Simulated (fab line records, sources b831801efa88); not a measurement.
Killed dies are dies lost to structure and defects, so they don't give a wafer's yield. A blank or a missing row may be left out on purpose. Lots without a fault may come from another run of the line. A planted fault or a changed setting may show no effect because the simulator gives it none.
Chamber matching | flow gf180mcu | GF_V1_CMP_26 on cmp-01: 4 sister chambers
The step polishes, stops on SiO2, t overpolish 15 s, target thk 0 nm. 8 wafers are shown with their chamber, then 7 later ones without.

WAFERS WITH THEIR CHAMBER
wafer  | chamber | overpolish_run_s (s) | motor_current_A (A)
L736.1 | 3       | 15.001               | 10.9
L736.2 | 0       | 15.000               | 11.1
L738.4 | 2       | 14.990               | 11.7
L743.1 | 0       | 14.985               | 11.1
L743.2 | 2       | 14.992               | 11.2
L743.3 | 1       | 15.003               | 11.2
L745.1 | 3       | 15.008               | 11.3
L745.2 | 1       | 15.012               | 11.9

WAFERS WITHOUT THEIR CHAMBER
wafer  | overpolish_run_s (s) | motor_current_A (A)
L745.5 | 15.003               | 11.6
L751.3 | 14.994               | 10.9
L751.4 | 15.013               | 11.6
L751.6 | 15.011               | 11.4
L752.2 | 15.004               | 11.2
L752.4 | 15.013               | 11.8
L752.6 | 15.011               | 11.1

WHICH CHAMBER EACH WENT THROUGH
wafer  | from the rows above               | in truth
L745.5 | can't be placed: 1 or 3 or 2 or 0 | 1
L751.3 | can't be placed: 0 or 3 or 2      | 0
L751.4 | can't be placed: 1 or 3           | 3
L751.6 | can't be placed: 1 or 3           | 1
L752.2 | can't be placed: 3 or 1 or 0 or 2 | 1
L752.4 | can't be placed: 1 or 3           | 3
L752.6 | can't be placed: 3 or 1 or 0      | 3
Placed correctly: 0 of 7. Can't be placed from these rows: 7 (the true chamber is among the candidates in 7). Placed wrongly: 0.
How it was worked out, from the rows above alone: a wafer's distance from a chamber is the root of the sum, over the readings, of the square of ((its reading less the chamber's mean) divided by the reading's scatter). The wafer belongs to the nearest chamber; if the next one is less than 2 further off, it can't be placed. A chamber's mean is the mean of its shown wafers. The scatter: the root of (the sum of the squares of (reading less its chamber's mean) over the shown wafers, divided by (wafers less chambers)).
